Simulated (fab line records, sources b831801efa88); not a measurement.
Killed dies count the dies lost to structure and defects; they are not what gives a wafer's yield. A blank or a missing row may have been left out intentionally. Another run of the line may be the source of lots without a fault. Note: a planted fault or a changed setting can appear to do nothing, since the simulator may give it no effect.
A single fault, viewed from 2 desks / flow sfq_line / numbers are kept per desk, each desk with only its own; the story behind them comes last

AT THE TOOL OWNER'S DESK: litho_track-01
The tool's own readings at SFQ_TRILAYER_I5_LITHO_PEB_147 (peb time 60 s): means of the sampled wafers that have a number, for each lot that ran on this tool. Any lot whose mean is over 4 standard deviations away from the usual mean is out of limits and marked OUT; that distance is given in the brackets.
Columns: A = heater_power_total_W at SFQ_TRILAYER_I5_LITHO_PEB_147, usual 79.16 W; B = resist_line_temp_C at SFQ_TRILAYER_I5_LITHO_PEB_147, usual 23.00 C
lot=L285; first seen here=day 63 16:00; A=79.17; B=23.01
lot=L299; first seen here=day 66 21:32; A=79.99 (+12) OUT; B=22.98
lot=L301; first seen here=day 67 05:42; A=79.76 (+8.6) OUT; B=22.88
This desk finds L299, L301 out of limits, L299 being first, at day 66 21:32 (heater_power_total_W at SFQ_TRILAYER_I5_LITHO_PEB_147). In limits: L285.

THE METROLOGY DESK
What the gauges read for every lot (on any tool): the sampled wafers with a number, averaged. Any lot whose mean is over 4 standard deviations away from the usual mean is out of limits and marked OUT; that distance is given in the brackets.
Columns: A = R5_OVL at SFQ_R5_OVL_MEAS_935, usual 2 nm; B = I5_OVL at SFQ_I5_OVL_MEAS_936, usual 0 nm
lot=L285; first seen here=day 58 11:56; A=-4; B=-10
lot=L287; first seen here=day 58 16:44; A=13; B=4
lot=L299; first seen here=day 62 08:48; A=-0; B=-2
lot=L301; first seen here=day 62 18:03; A=5; B=1
lot=L304; first seen here=day 63 07:15; A=3; B=-5
lot=L306; first seen here=day 64 15:25; A=7; B=-5
Result from this desk: across the 6 lots, nothing is out of limits.

TAKEN TOGETHER
An alarm could have come from the tool owner's desk at day 66 21:32, on L299, L301.
Metrology desk: nothing out of limits seen.
The metrology desk has L299, L301 on record, within its limits.
On litho_track-01, each named lot ran SFQ_TRILAYER_I5_LITHO_PEB_147.

WHAT THE SIMULATOR PUT IN
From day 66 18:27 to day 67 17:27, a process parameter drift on litho_track-01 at SFQ_TRILAYER_I5_LITHO_PEB_147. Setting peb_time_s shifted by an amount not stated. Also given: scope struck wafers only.
Struck lots among those shown: L299, L301.
Delay in hours, fault start to first out-of-limits reading, by desk: the tool owner's desk at 3.
